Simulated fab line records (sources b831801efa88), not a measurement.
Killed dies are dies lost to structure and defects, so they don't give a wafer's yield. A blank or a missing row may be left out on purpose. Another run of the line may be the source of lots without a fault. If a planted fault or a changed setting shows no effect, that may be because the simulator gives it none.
Matching of chambers -- flow sky130 -- 4 sister chambers for SKY_FIELD_ISO_ETCH_14 on rie_diel-03
The step etches BARC in N2/H2, stops on SiO2, time 45.9 s, target depth 60 nm. 8 wafers are shown with their chamber, then 9 later ones without.

== WAFERS WITH THEIR CHAMBER ==
wafer,chamber,drypump_motor_current_A (A),throttle_valve_pct (%)
L077.4,0,5.3,13.215
L078.6,1,6.4,13.218
L079.1,1,6.5,13.214
L079.2,2,4.9,13.222
L079.3,3,6.3,13.228
L081.2,0,5.3,13.206
L081.4,2,5.0,13.215
L081.6,3,6.3,13.208

== WAFERS MISSING THEIR CHAMBER ==
wafer,drypump_motor_current_A (A),throttle_valve_pct (%)
L082.1,6.3,13.231
L082.4,4.9,13.227
L082.5,6.3,13.224
L084.1,4.9,13.228
L084.3,6.5,13.236
L084.5,5.3,13.227
L086.2,4.9,13.224
L086.4,6.3,13.227
L086.6,6.5,13.231

== THE CHAMBER EACH PASSED THROUGH ==
wafer,from the rows above,in truth
L082.1,can't be placed: 3 or 1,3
L082.4,2,2
L082.5,3,3
L084.1,2,2
L084.3,can't be placed: 1 or 3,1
L084.5,0,0
L086.2,2,2
L086.4,3,3
L086.6,1,1
7 of 9 placed correctly. Can't be placed from these rows: 2 (the true chamber is among the candidates in 2). Number placed wrongly: 0.
How it was worked out, from the rows above alone: a wafer's distance from a chamber is the root of the sum, over the readings, of the square of ((its reading less the chamber's mean) divided by the reading's scatter). The wafer belongs to the nearest chamber; if the next one is less than 2 further off, it can't be placed. The mean given for a chamber averages the wafers shown for that chamber. The scatter: take each reading less its chamber's mean, square it, sum over the shown wafers, divide by the number of wafers less the number of chambers, and take the root.
